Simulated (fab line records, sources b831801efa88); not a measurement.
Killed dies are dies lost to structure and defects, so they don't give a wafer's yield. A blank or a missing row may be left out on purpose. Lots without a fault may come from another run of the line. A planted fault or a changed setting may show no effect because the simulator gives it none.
One fault seen from 2 desks | flow sky130 | each desk has only its own numbers; what lay behind them comes last

THE TOOL OWNER'S DESK: cmp-02
The tool's own readings at SKY_VIA2_CMP_02 (polishes SiO2): means of the sampled wafers that have a number, for each lot that ran on this tool. A lot is out of limits, marked OUT, if its mean lies more than 4 standard deviations from the usual mean; the brackets give that distance.
Columns: A = motor_current_A at SKY_VIA2_CMP_02, usual 12.5 A
lot  | first seen here | A
L817 | day 35 13:01    | 13.2
L818 | day 35 20:08    | 13.7
L819 | day 35 23:12    | 12.2
L824 | day 37 13:52    | 13.8
L825 | day 37 18:19    | 13.3
L835 | day 40 22:02    | 12.5
L837 | day 41 11:02    | 14.0
L839 | day 41 16:32    | 13.2
This desk's finding: nothing out of limits on any of the 8 lots.

THE METROLOGY DESK
What the gauges read, lot by lot, whatever tool the lot ran on: means of the sampled wafers that have a number. A lot is out of limits, marked OUT, if its mean lies more than 4 standard deviations from the usual mean; the brackets give that distance.
Columns: A = VIA2_BOW at SKY_VIA2_BOW_MEAS_03, usual 87 um
lot  | first seen here | A
L817 | day 35 13:20    | 89
L818 | day 35 20:23    | 85
L819 | day 35 23:27    | 85
L820 | day 36 06:26    | 83
L824 | day 37 14:08    | 87
L825 | day 37 18:37    | 86
L835 | day 40 22:20    | 84
L836 | day 40 23:19    | 89
L837 | day 41 11:17    | 95
L838 | day 41 16:08    | 85
L839 | day 41 16:52    | 84
This desk's finding: nothing out of limits on any of the 11 lots.

PUT TOGETHER
The tool owner's desk saw nothing out of limits.
The metrology desk saw nothing out of limits.

WHAT THE SIMULATOR HAD PUT IN
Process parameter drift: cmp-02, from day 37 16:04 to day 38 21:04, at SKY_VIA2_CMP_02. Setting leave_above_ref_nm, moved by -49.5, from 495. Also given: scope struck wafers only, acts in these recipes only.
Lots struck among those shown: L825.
